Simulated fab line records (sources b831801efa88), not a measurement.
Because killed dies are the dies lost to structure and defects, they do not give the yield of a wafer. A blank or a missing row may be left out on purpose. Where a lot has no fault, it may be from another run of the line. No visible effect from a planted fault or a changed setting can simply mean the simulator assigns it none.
Which tool was responsible? | flow gf180mcu | 6 lots, 18 wafers sampled, at 2 steps of a route of 602

== WHAT EACH GAUGE READ, for each wafer ==
GF_V2_RS_MEAS_24: uses a four-point probe to measure.
lot  | measured     | on           | V2_W_RS (ohm/sq)
L449 | day 21 04:16 | filmMetro-04 | 0.331 0.333 0.329
L451 | day 21 15:46 | filmMetro-04 | 0.325 0.325 0.324
L454 | day 23 07:48 | filmMetro-03 | 0.322 0.328 0.330
L464 | day 26 22:13 | filmMetro-01 | 0.323 0.337 0.326
L468 | day 27 17:08 | filmMetro-01 | 0.328 0.331 0.328
L469 | day 28 08:05 | filmMetro-03 | 0.330 0.330 0.329

== TOOL THAT RAN EACH LOT (tool first, then ch and the chambers of the sampled wafers, then the start) ==
lot  | GF_V2_CVD_23
L449 | cvdW-01 ch 0,1, day 21 04:08
L451 | cvdW-02 ch 1, day 21 15:39
L454 | cvdW-02 ch 0,1, day 23 07:41
L464 | cvdW-01 ch 0,1, day 26 22:05
L468 | cvdW-02 ch 0,1, day 27 17:01
L469 | cvdW-02 ch 0,1, day 28 07:59
- GF_V2_CVD_23: deposits W, target thk 350 nm, time 104.94 s.

== THE ANSWER, worked out from the rows above alone ==
Rule: the usual values come from the lots themselves. The widest of any qualifying gaps counts: lots, ordered by their means at a reading, are off when they make up no more than a third of the lots, leave a main group of 4 or more, and stand apart from it by 3 or more times the standard deviation of that group's means. Not used: any main group whose means are identical at the precision the tables above print for the reading. Also off: a lot with no number at a reading for which 4 or more lots have one. Any other lot the step has rows for is counted as sound.
Nothing can be told from this: no lot is off at any reading shown.

== WHAT THE SIMULATOR HAD PUT IN ==
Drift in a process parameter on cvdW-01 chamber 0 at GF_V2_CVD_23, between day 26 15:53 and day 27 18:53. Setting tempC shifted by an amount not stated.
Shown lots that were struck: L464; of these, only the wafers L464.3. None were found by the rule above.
